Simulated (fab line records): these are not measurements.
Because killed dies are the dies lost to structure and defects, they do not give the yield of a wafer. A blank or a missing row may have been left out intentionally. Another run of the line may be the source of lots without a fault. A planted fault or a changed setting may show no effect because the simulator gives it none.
Which tool did it? / flow gf180mcu / Sampling: 14 lots, 38 wafers, 4 of 602 route steps

## WHAT THE GAUGES READ, wafer by wafer
GF_V5_THK_MEAS_25: measures by xrf. Usual: V5_W_THK 343 nm, standard deviation 4.8.
lot=L522; measured=day 27 07:30; on=filmMetro-03; V5_W_THK (nm)=341 343 342; flag=
lot=L523; measured=day 27 17:04; on=filmMetro-03; V5_W_THK (nm)=340 346 344; flag=
lot=L525; measured=day 28 08:40; on=filmMetro-04; V5_W_THK (nm)=348 347 348; flag=
lot=L526; measured=day 28 23:10; on=filmMetro-03; V5_W_THK (nm)=339 336 332; flag=
lot=L527; measured=day 29 01:07; on=filmMetro-04; V5_W_THK (nm)=351 345 345; flag=
lot=L528; measured=day 29 10:29; on=filmMetro-04; V5_W_THK (nm)=341 338 343; flag=
lot=L531; measured=day 29 22:32; on=filmMetro-04; V5_W_THK (nm)=333 336 335; flag=
lot=L535; measured=day 31 11:01; on=filmMetro-03; V5_W_THK (nm)=340; flag=
lot=L536; measured=day 31 16:22; on=filmMetro-04; V5_W_THK (nm)=336; flag=
lot=L539; measured=day 32 09:11; on=filmMetro-03; V5_W_THK (nm)=344 341 345; flag=
lot=L540; measured=day 32 14:30; on=filmMetro-01; V5_W_THK (nm)=345 347 344; flag=
lot=L542; measured=day 33 03:57; on=filmMetro-03; V5_W_THK (nm)=341 340 343; flag=
lot=L544; measured=day 33 12:28; on=filmMetro-03; V5_W_THK (nm)=348 344 348; flag=
lot=L545; measured=day 33 18:31; on=filmMetro-03; V5_W_THK (nm)=355 355 348; flag=

## WHICH TOOL RAN EACH LOT (tool, then ch and the chambers of the sampled wafers, then the start)
lot=L522; GF_V5_CMP_04=cmp-01 ch 2,3, day 26 09:30; GF_V5_STRIP_18=plasmaAsher-02 ch 0,1, day 27 06:37; GF_V5_SPUTTER_22=pvdSputter-02, day 27 07:13
lot=L523; GF_V5_CMP_04=cmp-01 ch 0,1,2, day 26 19:36; GF_V5_STRIP_18=plasmaAsher-02 ch 0,1, day 27 16:12; GF_V5_SPUTTER_22=pvdSputter-03, day 27 16:47
lot=L525; GF_V5_CMP_04=cmp-01 ch 1,2,3, day 27 11:33; GF_V5_STRIP_18=plasmaAsher-03 ch 0,1, day 28 07:48; GF_V5_SPUTTER_22=pvdSputter-03, day 28 08:23
lot=L526; GF_V5_CMP_04=cmp-02 ch 0,1,3, day 28 01:51; GF_V5_STRIP_18=plasmaAsher-03 ch 0,1, day 28 22:19; GF_V5_SPUTTER_22=pvdSputter-03, day 28 22:52
lot=L527; GF_V5_CMP_04=cmp-02 ch 0,1,2, day 28 03:20; GF_V5_STRIP_18=plasmaAsher-04 ch 0,1, day 29 00:08; GF_V5_SPUTTER_22=pvdSputter-02, day 29 00:43
lot=L528; GF_V5_CMP_04=cmp-02 ch 1,3, day 28 13:41; GF_V5_STRIP_18=plasmaAsher-03 ch 0,1, day 29 09:36; GF_V5_SPUTTER_22=pvdSputter-02, day 29 10:13
lot=L531; GF_V5_CMP_04=cmp-02 ch 0,3, day 29 02:20; GF_V5_STRIP_18=plasmaAsher-04 ch 0, day 29 21:38; GF_V5_SPUTTER_22=pvdSputter-02, day 29 22:16
lot=L535; GF_V5_CMP_04=cmp-01 ch 3, day 30 15:14; GF_V5_STRIP_18=plasmaAsher-04 ch 1, day 31 10:08; GF_V5_SPUTTER_22=pvdSputter-03, day 31 10:44
lot=L536; GF_V5_CMP_04=cmp-02 ch 3, day 30 21:42; GF_V5_STRIP_18=plasmaAsher-02 ch 1, day 31 15:29; GF_V5_SPUTTER_22=pvdSputter-03, day 31 16:04
lot=L539; GF_V5_CMP_04=cmp-02 ch 0,2,3, day 31 14:48; GF_V5_STRIP_18=plasmaAsher-04 ch 0,1, day 32 08:18; GF_V5_SPUTTER_22=pvdSputter-02, day 32 08:55
lot=L540; GF_V5_CMP_04=cmp-02 ch 0,3, day 31 20:43; GF_V5_STRIP_18=plasmaAsher-03 ch 0,1, day 32 13:37; GF_V5_SPUTTER_22=pvdSputter-04, day 32 14:13
lot=L542; GF_V5_CMP_04=cmp-02 ch 1,2,3, day 32 10:05; GF_V5_STRIP_18=plasmaAsher-04 ch 0,1, day 33 03:04; GF_V5_SPUTTER_22=pvdSputter-04, day 33 03:40
lot=L544; GF_V5_CMP_04=cmp-02 ch 0,2,3, day 32 19:00; GF_V5_STRIP_18=plasmaAsher-03 ch 0,1, day 33 11:35; GF_V5_SPUTTER_22=pvdSputter-02, day 33 12:12
lot=L545; GF_V5_CMP_04=cmp-01 ch 0,1,3, day 33 01:14; GF_V5_STRIP_18=plasmaAsher-02 ch 0,1, day 33 17:39; GF_V5_SPUTTER_22=pvdSputter-04, day 33 18:14
- GF_V5_CMP_04: polishes SiO2.
- GF_V5_STRIP_18: strips in O2/N2.
- GF_V5_SPUTTER_22: material TiN, target thk 10 nm, time 40 s.

## WHAT THE TOOLS THEMSELVES READ (means of the sampled wafers that have a number; where no wafer has one, the mark that the record gives instead)
GF_V5_CMP_04. Usual: headPressurePsi 4.001 psi, standard deviation 0.009; motorCurrentA 11.9 A, standard deviation 1.4.
lot=L522; tool=cmp-01; headPressurePsi (psi)=4.002; motorCurrentA (A)=11.1; flag=
lot=L523; tool=cmp-01; headPressurePsi (psi)=4.007; motorCurrentA (A)=12.1; flag=
lot=L525; tool=cmp-01; headPressurePsi (psi)=4.006; motorCurrentA (A)=10.4; flag=
lot=L526; tool=cmp-02; headPressurePsi (psi)=4.000; motorCurrentA (A)=11.6; flag=
lot=L527; tool=cmp-02; headPressurePsi (psi)=4.001; motorCurrentA (A)=12.3; flag=
lot=L528; tool=cmp-02; headPressurePsi (psi)=4.012; motorCurrentA (A)=11.5; flag=
lot=L531; tool=cmp-02; headPressurePsi (psi)=4.012; motorCurrentA (A)=11.6; flag=
lot=L535; tool=cmp-01; headPressurePsi (psi)=3.992; motorCurrentA (A)=10.3; flag=
lot=L536; tool=cmp-02; headPressurePsi (psi)=4.015; motorCurrentA (A)=11.5; flag=
lot=L539; tool=cmp-02; headPressurePsi (psi)=3.996; motorCurrentA (A)=12.3; flag=
lot=L540; tool=cmp-02; headPressurePsi (psi)=3.996; motorCurrentA (A)=12.1; flag=
lot=L542; tool=cmp-02; headPressurePsi (psi)=4.002; motorCurrentA (A)=12.3; flag=
lot=L544; tool=cmp-02; headPressurePsi (psi)=3.997; motorCurrentA (A)=12.3; flag=
lot=L545; tool=cmp-01; headPressurePsi (psi)=3.993; motorCurrentA (A)=11.3; flag=

GF_V5_STRIP_18. Usual: drypumpMotorCurrentA 5.8 A, standard deviation 0.48; heaterPowerW 338 W, standard deviation 21; oesProductAu 0.570 a.u., standard deviation 0.0055.
lot=L522; tool=plasmaAsher-02; drypumpMotorCurrentA (A)=6.3; heaterPowerW (W)=350; oesProductAu (a.u.)=0.566; flag=
lot=L523; tool=plasmaAsher-02; drypumpMotorCurrentA (A)=6.3; heaterPowerW (W)=348; oesProductAu (a.u.)=0.564; flag=
lot=L525; tool=plasmaAsher-03; drypumpMotorCurrentA (A)=5.7; heaterPowerW (W)=319; oesProductAu (a.u.)=0.572; flag=
lot=L526; tool=plasmaAsher-03; drypumpMotorCurrentA (A)=5.5; heaterPowerW (W)=319; oesProductAu (a.u.)=0.569; flag=
lot=L527; tool=plasmaAsher-04; drypumpMotorCurrentA (A)=5.6; heaterPowerW (W)=335; oesProductAu (a.u.)=0.571; flag=
lot=L528; tool=plasmaAsher-03; drypumpMotorCurrentA (A)=5.7; heaterPowerW (W)=315; oesProductAu (a.u.)=0.566; flag=
lot=L531; tool=plasmaAsher-04; drypumpMotorCurrentA (A)=5.6; heaterPowerW (W)=330; oesProductAu (a.u.)=0.567; flag=
lot=L535; tool=plasmaAsher-04; drypumpMotorCurrentA (A)=5.4; heaterPowerW (W)=358; oesProductAu (a.u.)=0.577; flag=
lot=L536; tool=plasmaAsher-02; drypumpMotorCurrentA (A)=5.6; heaterPowerW (W)=364; oesProductAu (a.u.)=0.580; flag=
lot=L539; tool=plasmaAsher-04; drypumpMotorCurrentA (A)=5.5; heaterPowerW (W)=343; oesProductAu (a.u.)=0.568; flag=
lot=L540; tool=plasmaAsher-03; drypumpMotorCurrentA (A)=5.7; heaterPowerW (W)=308; oesProductAu (a.u.)=0.565; flag=
lot=L542; tool=plasmaAsher-04; drypumpMotorCurrentA (A)=5.6; heaterPowerW (W)=341; oesProductAu (a.u.)=0.569; flag=
lot=L544; tool=plasmaAsher-03; drypumpMotorCurrentA (A)=5.5; heaterPowerW (W)=319; oesProductAu (a.u.)=0.570; flag=
lot=L545; tool=plasmaAsher-02; drypumpMotorCurrentA (A)=5.9; heaterPowerW (W)=359; oesProductAu (a.u.)=0.572; flag=

GF_V5_SPUTTER_22. Usual: cathodeDcPowerW 4000.0 W, standard deviation 0.74; chamberPressurePa 5.000 Pa, standard deviation 0.011; throttleValvePct 30.0 %, standard deviation 0.65.
lot=L522; tool=pvdSputter-02; cathodeDcPowerW (W)=4000.0; chamberPressurePa (Pa)=5.001; throttleValvePct (%)=30.5; flag=
lot=L523; tool=pvdSputter-03; cathodeDcPowerW (W)=4000.0; chamberPressurePa (Pa)=4.998; throttleValvePct (%)=29.8; flag=
lot=L525; tool=pvdSputter-03; cathodeDcPowerW (W)=4000.2; chamberPressurePa (Pa)=5.007; throttleValvePct (%)=30.4; flag=
lot=L526; tool=pvdSputter-03; cathodeDcPowerW (W)=4000.1; chamberPressurePa (Pa)=5.002; throttleValvePct (%)=30.3; flag=
lot=L527; tool=pvdSputter-02; cathodeDcPowerW (W)=3999.6; chamberPressurePa (Pa)=4.998; throttleValvePct (%)=29.9; flag=
lot=L528; tool=pvdSputter-02; cathodeDcPowerW (W)=3999.5; chamberPressurePa (Pa)=4.994; throttleValvePct (%)=30.4; flag=
lot=L531; tool=pvdSputter-02; cathodeDcPowerW (W)=4000.1; chamberPressurePa (Pa)=4.995; throttleValvePct (%)=30.4; flag=
lot=L535; tool=pvdSputter-03; cathodeDcPowerW (W)=3845.0; chamberPressurePa (Pa)=5.003; throttleValvePct (%)=30.2; flag=OFF
lot=L536; tool=pvdSputter-03; cathodeDcPowerW (W)=3844.3; chamberPressurePa (Pa)=5.002; throttleValvePct (%)=30.6; flag=OFF
lot=L539; tool=pvdSputter-02; cathodeDcPowerW (W)=4000.2; chamberPressurePa (Pa)=5.002; throttleValvePct (%)=30.0; flag=
lot=L540; tool=pvdSputter-04; cathodeDcPowerW (W)=3999.6; chamberPressurePa (Pa)=5.003; throttleValvePct (%)=29.1; flag=
lot=L542; tool=pvdSputter-04; cathodeDcPowerW (W)=3999.4; chamberPressurePa (Pa)=4.999; throttleValvePct (%)=29.8; flag=
lot=L544; tool=pvdSputter-02; cathodeDcPowerW (W)=3999.8; chamberPressurePa (Pa)=5.014; throttleValvePct (%)=30.3; flag=
lot=L545; tool=pvdSputter-04; cathodeDcPowerW (W)=3999.9; chamberPressurePa (Pa)=5.003; throttleValvePct (%)=30.3; flag=

## THE ANSWER, worked out from the rows above alone
Rule: a lot is off if the mean of its wafers that have a number lies more than 3 standard deviations from the usual mean. A lot without any number at a reading at which 4 lots or more have one is off too. Where the step has rows for the other lots, those lots are counted as sound. After the gauges, taken in route order, come the tools' own readings; for these a lot's mean is taken, as printed above. At the first step where some lot is off, the reading lying furthest off is the one used; lots without a number count as furthest.
Off at GF_V5_SPUTTER_22 (cathodeDcPowerW): L535, L536.
If a tool, at that step or one of the process steps before it, ran each lot that is off and ran no sound lot following the first of them, it fits. One candidate fits, namely pvdSputter-03 at GF_V5_SPUTTER_22. A fault onset in the window from L526 (day 28 22:52, its last sound lot) to L535 (day 31 10:44, its first lot off) fits.
On the lots that are off, the tool's own readings at GF_V5_SPUTTER_22 differ by more than 5 times the standard deviation of the sound lots' means, which bears it out; cathodeDcPowerW reads 3844.7 W there versus 3999.9 W on the sound lots.

## WHAT WAS PUT IN BY THE SIMULATOR
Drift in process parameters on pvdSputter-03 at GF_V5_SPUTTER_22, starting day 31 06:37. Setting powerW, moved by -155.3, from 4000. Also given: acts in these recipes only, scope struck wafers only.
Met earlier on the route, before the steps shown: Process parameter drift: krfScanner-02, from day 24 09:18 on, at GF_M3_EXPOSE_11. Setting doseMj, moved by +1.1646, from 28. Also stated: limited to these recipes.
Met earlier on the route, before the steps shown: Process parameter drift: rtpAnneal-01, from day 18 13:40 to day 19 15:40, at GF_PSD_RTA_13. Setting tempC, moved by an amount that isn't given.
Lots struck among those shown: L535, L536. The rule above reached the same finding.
